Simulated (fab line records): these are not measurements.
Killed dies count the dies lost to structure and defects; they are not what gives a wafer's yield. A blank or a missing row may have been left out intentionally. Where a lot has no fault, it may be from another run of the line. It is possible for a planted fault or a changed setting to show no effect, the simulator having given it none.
A struck lot beside a sound one -- flow gf180mcu -- 17 out of 602 route steps
Sound: the wafers L991.2, L991.4, L991.5. Struck: wafers L996.1, L996.3, L996.6. At the end, the cause is stated.
Per side, at each step with rows, come the tool, then ch with its chambers, and then its first start. Under that, the readings that differ: sound wafers -- struck wafers -- difference of the means -- sigmas: that difference in standard deviations of wafers without a fault.
alike: a reading whose means differ by less than 2 such deviations, as well as words and numbers matching on both sides. not compared: withheld readings; readings where some wafer has no value; bounds like >300 that might hide an equal value; numbers whose values overlap and for which the record gives no deviation.
A row with sigmas, a row that says differs or no value, or rows on one side alone: a step with any of these is where the two part. Non-overlapping numbers with no deviation appear without sigmas and do not part them. A reading missing from all wafers of one side parts the sides only when that side holds two or more wafers.

first, 1 step without rows for these wafers: GF_POLY_GATE_OXIDATION_16 (stabilise 600 s, purge 300 s, target thk 4 nm).
GF_POLY_GATE_THK_MEAS_17:
  sound on film-metro-03 at day 13 03:46; struck on film-metro-02 at day 14 15:46
  alike: POLY_GATE_OXIDATION_THK
GF_POLY_GATE_CD_MEAS_18:
  sound on cd-sem-01 at day 13 03:51; struck on cd-sem-01 at day 14 15:49
  alike: cd-nm
then, 7 steps without rows for these wafers: GF_HV_LDD_DEHYDRATE_00 (time 60 s); GF_HV_LDD_HMDS_01 (prime time 60 s); GF_HV_LDD_COAT_02 (resist thk 1000 nm); GF_HV_LDD_SOFTBAKE_03 (time 60 s); GF_HV_LDD_EXPOSE_04 (exposes mask Nplus LV AREA, target cd 400 nm); GF_HV_LDD_PEB_05; GF_HV_LDD_DEVELOP_06 (develop time 60 s).
GF_HV_LDD_CD_MEAS_07 targets a cd of 400 nm.
  sound on cd-sem-01 at day 13 23:41; struck on cd-sem-02 at day 15 13:13
  alike: cd-nm
GF_HV_LDD_OVL_MEAS_08:
  sound on overlay-01 at day 13 23:47; struck on overlay-02 at day 15 13:20
  alike: HV_LDD_OVL
GF_HV_LDD_IMPLANT_09:
  sound on implanter-04 ch 0, day 13 23:51; struck on implanter-04 ch 0, day 15 13:23
reading,sound,struck,difference,sigmas
beam-energy-keV,40.018 40.005 39.988,36.532 36.511 36.522,-3.482,-99 or more
model.implant.rp-nm (nm),26.78 26.78 26.78,25.31 25.31 25.31,-1.47,
model.implant.drp-nm (nm),11.92 11.92 11.92,11.13 11.13 11.13,-0.79,
  alike: dose-ions-cm2
GF_HV_LDD_STRIP_10: strips in O2/N2.
  sound on plasma-asher-03 ch 1, day 13 23:58; struck on plasma-asher-01 ch 0,1, day 15 13:32
  alike: drypump-motor-current-A, heater-power-w, oes-product-au, strip-time-to-endpoint-s
  not compared: rf-hours-counter-h
GF_HV_LDD_TW_MEAS_11:
  sound on film-metro-02 at day 14 00:05; struck on film-metro-04 at day 15 13:38
reading,sound,struck,difference,sigmas
HV_LDD_TW,2433 2443 2431,2367 2351 2372,-72,-6
then, 1 step without rows for these wafers: GF_HV_LDD_DEHYDRATE_12 (time 60 s).
GF_PASSIVATION_PROBE_99:
  the record has rows for the sound wafers here (prober-01, day 32 18:01) and none for the struck ones

## WHERE THEY PART
At GF_HV_LDD_IMPLANT_09 first; at GF_PASSIVATION_PROBE_99 last (within this record only).

WHY: what had been put in by the simulator
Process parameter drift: implanter-04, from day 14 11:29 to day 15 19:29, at GF_HV_LDD_IMPLANT_09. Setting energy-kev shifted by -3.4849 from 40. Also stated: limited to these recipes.
